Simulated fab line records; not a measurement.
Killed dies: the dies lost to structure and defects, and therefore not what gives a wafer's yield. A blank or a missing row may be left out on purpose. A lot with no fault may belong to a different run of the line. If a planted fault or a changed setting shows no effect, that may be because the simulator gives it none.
Which of the tools did it?	flow sky130	14 lots with 42 wafers sampled at 2 steps, on a route of 708 steps

## WHAT EACH GAUGE READ, for each wafer
No reading from a measuring or inspecting step in the record can be judged against a usual standard deviation.

## TOOL THAT RAN EACH LOT (tool first, then ch and the chambers of the sampled wafers, then the start)
lot	SKY_VIA3_CLEAN_19	SKY_PAD_OPEN_PROBE_99
L480	wet-bench-03 ch 0, day 39 07:13	-
L481	wet-bench-02 ch 0, day 39 20:01	-
L482	wet-bench-02 ch 2, day 40 04:39	prober-01, day 46 04:04
L483	wet-bench-02 ch 1, day 40 12:45	-
L485	wet-bench-02 ch 0, day 41 06:08	prober-02, day 47 02:37
L487	wet-bench-03 ch 2, day 41 23:52	-
L488	wet-bench-04 ch 2, day 42 06:54	-
L489	wet-bench-02 ch 2, day 42 07:38	-
L491	wet-bench-02 ch 1, day 42 21:53	prober-02, day 48 10:30
L492	wet-bench-02 ch 2, day 43 05:30	prober-01, day 48 16:58
L496	wet-bench-04 ch 3, day 44 05:24	prober-01, day 49 11:48
L500	wet-bench-03 ch 1, day 45 16:13	prober-01, day 50 14:55
L502	wet-bench-03 ch 0, day 45 19:35	-
L503	wet-bench-03 ch 1, day 46 00:48	-
- SKY_VIA3_CLEAN_19: cleans in O3/DIW.
- SKY_PAD_OPEN_PROBE_99

## WHAT THE TOOLS THEMSELVES READ (means of the sampled wafers that have a number; where no wafer has one, the mark that the record gives instead)
SKY_PAD_OPEN_PROBE_99. Usual: defect-limited-yield 82.5 %, standard deviation 1.7; killed_at_M0_to_M3 43, standard deviation 6.7; killed_at_M4_up 3.2, standard deviation 1.8; killed-at-contacts 24, standard deviation 4.8; killed-at-front-end 16, standard deviation 4.2; killed-at-other 0.3, standard deviation 0.56; killed-dies 86, standard deviation 8.5; killed-open 47, standard deviation 6.7; killed-short 39, standard deviation 6; sort_bin_3_pad_short 0.9 %, standard deviation 0.45; sort_bin_5_function 10.3 %, standard deviation 1.6; sort_bin_6_memory 6.3 %, standard deviation 1; sort-n-pass 406, standard deviation 8.5; sort-yield-pct 82.5 %, standard deviation 1.7.
lot	tool	defect-limited-yield (%)	killed_at_M0_to_M3	killed_at_M4_up	killed-at-contacts	killed-at-front-end	killed-at-other	killed-dies	killed-open	killed-short	sort_bin_3_pad_short (%)	sort_bin_5_function (%)	sort_bin_6_memory (%)	sort-n-pass	sort-yield-pct (%)	flag
L482	prober-01	81.4	45	4.3	24	19	0.3	92	50	39	0.5	10.9	7.2	400	81.4	
L485	prober-02	82.8	41	2.7	25	15	0.0	84	44	40	0.7	9.7	6.8	408	82.8	
L491	prober-02	75.2	79	4.0	24	14	0.7	122	44	41	4.2	14.5	6.2	370	75.2	OFF
L492	prober-01	71.1	99	2.0	26	15	0.0	142	41	34	5.0	16.7	7.1	350	71.1	OFF
L496	prober-01	83.5	44	2.0	21	14	0.0	81	47	34	0.6	9.3	6.5	411	83.5	
L500	prober-01	82.7	42	3.0	21	18	0.3	85	44	40	1.0	9.8	6.4	407	82.7	

## THE ANSWER, worked out from the rows above alone
Rule: take the mean of a lot's wafers that have a number; if it is more than 3 standard deviations from the usual mean, the lot is off. Also off: a lot with no number at a reading for which 4 or more lots have one. Where the step has rows for the other lots, those lots are counted as sound. First the gauges in route order, then the tools' own readings, where a lot's mean is used as printed above. At the first step where some lot is off, the reading lying furthest off is the one used; lots without a number count as furthest.
Off, at SKY_PAD_OPEN_PROBE_99 on sort_bin_3_pad_short: L491, L492. Neither off nor sound, because the step has no rows for them: L480, L481, L483, L487, L488, L489, L502, L503.
If a tool, at that step or one of the process steps before it, ran each lot that is off and ran no sound lot following the first of them, it fits. One fits: wet-bench-02 at SKY_VIA3_CLEAN_19. Its last sound lot is L485 (day 41 06:08), its first lot that is off L491 (day 42 21:53): a fault that began between those two fits.

## WHAT HAD BEEN PUT IN BY THE SIMULATOR
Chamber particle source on wet-bench-02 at SKY_VIA3_CLEAN_19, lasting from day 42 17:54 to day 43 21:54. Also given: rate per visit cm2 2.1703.
Shown lots that were struck: L491, L492. The rule given above showed the same thing.
